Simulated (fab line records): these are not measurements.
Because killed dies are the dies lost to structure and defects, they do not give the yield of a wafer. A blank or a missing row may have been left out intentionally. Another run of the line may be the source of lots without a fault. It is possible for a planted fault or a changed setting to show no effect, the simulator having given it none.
Comparing a struck lot with a sound one    flow sky130    15 steps out of a route of 708
Sound: these wafers, L136.2, L136.4, L136.5. Struck: wafer L150.5. (L150.1, L150.6 of the same lot were not struck and are left out.) The cause comes at the end.
Each step with rows lists, per side, the tool, then ch with its chambers, then its first start. Under that, the readings that differ: sound wafers    struck wafers    difference of the means    sigmas: that difference in standard deviations of wafers without a fault.
alike: readings whose means differ by less than 2 such deviations, and words and numbers that are the same on both sides. not compared: withheld readings, readings that some wafer has no value for, bounds like >300 that may hide the same value, and numbers for which the record gives no deviation and whose values overlap.
Wherever a step has rows on one side only, a row that says differs or no value, or a row with sigmas, the two part there. When numbers do not overlap yet have no deviation, they are printed without sigmas and do not part them. Lack of a reading on every wafer of one side parts them only where that side has two or more wafers.

SKY_CONTACT_ETCH_16: etches BARC in N2/H2, stops on SiO2, time 45.9 s, target depth 60 nm.
  sound on rie_diel-03 ch 1,2,3, day 33 04:12; struck on rie_diel-03 ch 1, day 37 19:41
  alike: drypump_motor_current_A, oes_product_au, throttle_valve_pct
  not compared: rf_hours_counter_h
SKY_CONTACT_ETCH_17: etches SiO2 in C4F8/O2/Ar, stops on Si3N4, target depth 340 nm.
  sound on rie_diel-03 ch 1,2,3, day 33 04:14; struck on rie_diel-03 ch 1, day 37 19:43
  alike: oes_product_au
SKY_CONTACT_ETCH_18: etches Si3N4 in CHF3/O2, stops on TiN, time 39 s, target depth 75 nm.
  sound: rie_diel-03 ch 1,2,3; struck: rie_diel-03 ch 1
  alike: drypump_motor_current_A, oes_product_au, throttle_valve_pct
  not compared: rf_hours_counter_h
then, 6 steps without rows for these wafers: SKY_CONTACT_STRIP_19 (strips in O2/N2); SKY_CONTACT_STRIP_20 (strips in post etch residue remover, time 1200 s); SKY_CONTACT_CLEAN_21 (cleans in IPA, time 180 s); SKY_CONTACT_CLEAN_22 (cleans in O3/DIW); SKY_CONTACT_SPUTTER_23 (material TiN, target thk 20 nm, time 80 s); SKY_CONTACT_CVD_24 (deposits W, target thk 340 nm, time 102.12 s).
SKY_CONTACT_RS_MEAS_25: the measuring method here is four-point-probe.
  sound on film_metro-04, day 33 05:07; struck on film_metro-03, day 37 20:37
  alike: CONTACT_W_RS
SKY_CONTACT_THK_MEAS_26: measures by xrf.
  sound on film_metro-04, day 33 05:14; struck on film_metro-03, day 37 20:44
  alike: CONTACT_W_THK
SKY_CONTACT_CMP_27: polishes, stops on SiO2, t overpolish 15 s, target thk 0 nm.
  sound on cmp-01 ch 1,2,3, day 33 05:20; struck on cmp-02 ch 3, day 37 20:54
  alike: motor_current_A, overpolish_run_s, time_to_endpoint_s
SKY_METAL1_SPUTTER_00: material Ti, target thk 15 nm, time 10 s.
  sound on pvd_sputter-01, day 33 05:35; struck on pvd_sputter-01, day 37 21:06
reading                                    sound             struck  difference  sigmas
model.Ti_of_METAL1_SPUTTER_00.thk_nm (nm)  15.4 15.34 15.33  10.81   -4.55       
  alike: throttle_valve_pct
SKY_METAL1_SPUTTER_01: material TiN, target thk 20 nm, time 16.7 s.
  sound on pvd_sputter-01, day 33 05:36; struck on pvd_sputter-01, day 37 21:07
  alike: throttle_valve_pct
-- the record jumps here: 12 days lie between the struck wafers' starts before and after (it left off in module METAL1 and takes up again in module PAD_OPEN, whose first step shown is number 708 of the route) --
SKY_PAD_OPEN_PROBE_99:
  sound on prober-02, day 47 00:22; struck on prober-02, day 50 08:13
  alike: defect_limited_yield, killed_at_M0_to_M3, killed_at_M4_up, killed_at_contacts, killed_at_front_end, killed_at_other, killed_dies, killed_open, killed_short, sort_bin_3_pad_short, sort_bin_5_function, sort_bin_6_memory, sort_n_pass, sort_yield_pct

WHERE THEY PART
Nowhere in this record.

WHY: what had been put in by the simulator
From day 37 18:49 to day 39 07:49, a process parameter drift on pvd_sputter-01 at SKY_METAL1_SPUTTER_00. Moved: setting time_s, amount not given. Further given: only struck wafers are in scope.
